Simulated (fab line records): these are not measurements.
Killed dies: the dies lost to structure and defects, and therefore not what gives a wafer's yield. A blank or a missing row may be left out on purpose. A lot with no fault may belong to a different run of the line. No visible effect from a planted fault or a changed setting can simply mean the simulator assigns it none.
Which tool is to blame?	flow gf180mcu	Sampling: 11 lots, 32 wafers, 6 of 602 route steps

## WHAT THE GAUGES SHOWED, per wafer
GF_SALICIDE_THK_MEAS_05: measures by xrf. Usual: SALICIDE_TIN_THK 19.79 nm, standard deviation 0.26.
lot	measured	on	SALICIDE_TIN_THK (nm)	flag
L870	day 15 01:23	film-metro-01	20.07 19.66 19.51	
L871	day 15 06:56	film-metro-01	19.47 19.83 19.79	
L873	day 16 07:31	film-metro-03	20.25 20.24 20.52	
L874	day 16 12:26	film-metro-03	19.83 20.06 19.58	
L876	day 17 04:04	film-metro-02	20.08 19.63 20.24	
L878	day 17 22:20	film-metro-03	19.71 19.92 20.01	
L885	day 20 17:07	film-metro-01	19.60 19.02 19.53	
L886	day 21 05:40	film-metro-02	19.97 20.31	
L887	day 21 15:32	film-metro-03	20.03 20.00 20.01	
L888	day 21 19:04	film-metro-03	19.51 19.77 19.90	
L893	day 23 08:47	film-metro-01	20.04 19.56 19.95	

GF_CONTACT_RS_MEAS_25: the measuring method here is four-point-probe. Usual: CONTACT_W_RS 0.382 ohm/sq, standard deviation 0.0044.
lot	measured	on	CONTACT_W_RS (ohm/sq)	flag
L870	day 16 00:56	film-metro-04	0.384 0.386 0.381	
L871	day 16 06:42	film-metro-01	0.393 0.387 0.389	
L873	day 17 07:59	film-metro-01	0.380 0.380 0.384	
L874	day 17 12:43	film-metro-01	0.376 0.378 0.380	
L876	day 18 04:13	film-metro-02	0.382 0.386 0.384	
L878	day 18 23:35	film-metro-04	0.381 0.377 0.381	
L885	day 21 18:38	film-metro-01	0.303 0.384 0.302 0.304 0.384 0.301	OFF
L886	day 22 06:53	film-metro-01	0.299 0.377 0.300 0.376	OFF
L887	day 22 16:39	film-metro-04	0.391 0.384 0.390	
L888	day 22 20:20	film-metro-04	0.385 0.378 0.381	
L893	day 24 08:29	film-metro-01	0.386 0.382 0.389	

GF_CONTACT_THK_MEAS_26: measures by xrf. Usual: CONTACT_W_THK 303 nm, standard deviation 4.6.
lot	measured	on	CONTACT_W_THK (nm)	flag
L870	day 16 01:03	film-metro-04	304 299 306	
L871	day 16 06:49	film-metro-01	298 299 300	
L873	day 17 08:06	film-metro-01	308 307 304	
L874	day 17 12:50	film-metro-01	310 309 307	
L876	day 18 04:20	film-metro-02	301 297 300	
L878	day 18 23:42	film-metro-04	303 304 299	
L885	day 21 21:42	film-metro-01	384 303 384 385 301 385	OFF
L886	day 22 09:37	film-metro-01	391 309 387 309	OFF
L887	day 22 16:45	film-metro-04	295 299 295	
L888	day 22 20:27	film-metro-04	298 304 302	
L893	day 24 08:36	film-metro-01	300 303 301	

## WHAT TOOL EACH LOT RAN ON (gives the tool, then ch and the chambers of the sampled wafers, and finally the start)
lot	GF_SALICIDE_SPUTTER_03	GF_CONTACT_CVD_02	GF_CONTACT_CVD_24
L870	pvd-sputter-01, day 15 01:14	pecvd-04 ch 0,1,2, day 15 01:50	cvd-w-02 ch 1, day 16 00:49
L871	pvd-sputter-01, day 15 06:48	pecvd-04 ch 0,1, day 15 07:25	cvd-w-02 ch 0,1, day 16 06:36
L873	pvd-sputter-01, day 16 07:22	pecvd-01 ch 0,1, day 16 07:58	cvd-w-02 ch 0,1, day 17 07:52
L874	pvd-sputter-02, day 16 12:17	pecvd-01 ch 1,2, day 16 12:54	cvd-w-02 ch 0,1, day 17 12:37
L876	pvd-sputter-04, day 17 03:56	pecvd-04 ch 0,1,2, day 17 04:32	cvd-w-01 ch 0,1, day 18 04:07
L878	pvd-sputter-04, day 17 22:11	pecvd-01 ch 1,2, day 17 22:52	cvd-w-02 ch 0,1, day 18 23:28
L885	pvd-sputter-02, day 20 16:56	pecvd-04 ch 0,1,2, day 20 17:37	cvd-w-02 ch 0,1, day 21 18:30
L886	pvd-sputter-01, day 21 05:31	pecvd-04 ch 0, day 21 06:07	cvd-w-02 ch 0,1, day 22 06:41
L887	pvd-sputter-01, day 21 15:22	pecvd-01 ch 1,2, day 21 16:01	cvd-w-01 ch 0,1, day 22 16:32
L888	pvd-sputter-04, day 21 18:55	pecvd-04 ch 1,2, day 21 19:32	cvd-w-01 ch 0,1, day 22 20:14
L893	pvd-sputter-01, day 23 08:38	pecvd-03 ch 0,1,2, day 23 09:14	cvd-w-01 ch 0,1, day 24 08:23
- GF_SALICIDE_SPUTTER_03: material TiN, target thk 20 nm, time 16.7 s.
- GF_CONTACT_CVD_02: deposits SiO2 from TEOS, target thk 860 nm, time 95.992 s.
- GF_CONTACT_CVD_24: deposits W, target thk 300 nm, time 90.339 s.

## AS READ BY THE TOOLS THEMSELVES (means over the sampled wafers that have a number; for cases with no such wafer, the mark the record gives instead)
GF_SALICIDE_SPUTTER_03. Usual: 30.0 % for throttle-valve-pct, sd 1.1.
lot	tool	throttle-valve-pct (%)	flag
L870	pvd-sputter-01	29.6	
L871	pvd-sputter-01	28.8	
L873	pvd-sputter-01	30.5	
L874	pvd-sputter-02	30.2	
L876	pvd-sputter-04	30.3	
L878	pvd-sputter-04	29.7	
L885	pvd-sputter-02	30.3	
L886	pvd-sputter-01	29.9	
L887	pvd-sputter-01	29.6	
L888	pvd-sputter-04	29.8	
L893	pvd-sputter-01	28.6	

GF_CONTACT_CVD_02. Usual: heater-power-w 671 W, standard deviation 120; susceptor-temp-C 399.99 C, standard deviation 0.23.
lot	tool	heater-power-w (W)	susceptor-temp-C (C)	flag
L870	pecvd-04	646	399.82	
L871	pecvd-04	638	400.16	
L873	pecvd-01	736	399.86	
L874	pecvd-01	754	400.14	
L876	pecvd-04	559	399.89	
L878	pecvd-01	704	400.01	
L885	pecvd-04	615	400.09	
L886	pecvd-04	666	400.00	
L887	pecvd-01	752	400.12	
L888	pecvd-04	596	400.10	
L893	pecvd-03	780	400.07	

GF_CONTACT_CVD_24. Usual: heater-power-w 966 W, standard deviation 81; susceptor-temp-C 400.00 C, standard deviation 0.2.
lot	tool	heater-power-w (W)	susceptor-temp-C (C)	flag
L870	cvd-w-02	1026	400.00	
L871	cvd-w-02	1011	399.90	
L873	cvd-w-02	1012	400.09	
L874	cvd-w-02	981	400.08	
L876	cvd-w-01	864	400.01	
L878	cvd-w-02	968	400.05	
L885	cvd-w-02	1035	408.54	OFF
L886	cvd-w-02	1043	406.71	OFF
L887	cvd-w-01	864	400.14	
L888	cvd-w-01	926	399.84	
L893	cvd-w-01	925	399.98	

## THE ANSWER, worked out from the rows above alone
Rule: take the mean of a lot's wafers that have a number; if it is more than 3 standard deviations from the usual mean, the lot is off. A lot without any number at a reading at which 4 lots or more have one is off too. Any other lot the step has rows for is counted as sound. First the gauges in route order, then the tools' own readings, where a lot's mean is used as printed above. At the first step where some lot is off, the reading lying furthest off is the one used; lots without a number count as furthest.
Off: L885, L886, at GF_CONTACT_RS_MEAS_25 (CONTACT_W_RS).
If a tool, at a process step before that reading, ran all the lots that are off and no sound lot after the first of them, it fits. Not tried: the gauges at GF_CONTACT_RS_MEAS_25; whatever is off there is also off at GF_CONTACT_CVD_24, on other tools, and gauge error can't account for it. One fits: GF_CONTACT_CVD_24 on cvd-w-02. A fault onset in the window from L878 (day 18 23:28, its last sound lot) to L885 (day 21 18:30, its first lot off) fits.
The tool's own readings at GF_CONTACT_CVD_24 bear it out: on the lots that are off they differ by more than 5 times the standard deviation of the sound lots' means. susceptor-temp-C reads 407.62 C there against 400.01 C on the sound lots.

## WHAT THE SIMULATOR HAD PUT IN
cvd-w-02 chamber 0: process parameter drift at GF_CONTACT_CVD_24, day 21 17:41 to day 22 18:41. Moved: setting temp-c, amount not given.
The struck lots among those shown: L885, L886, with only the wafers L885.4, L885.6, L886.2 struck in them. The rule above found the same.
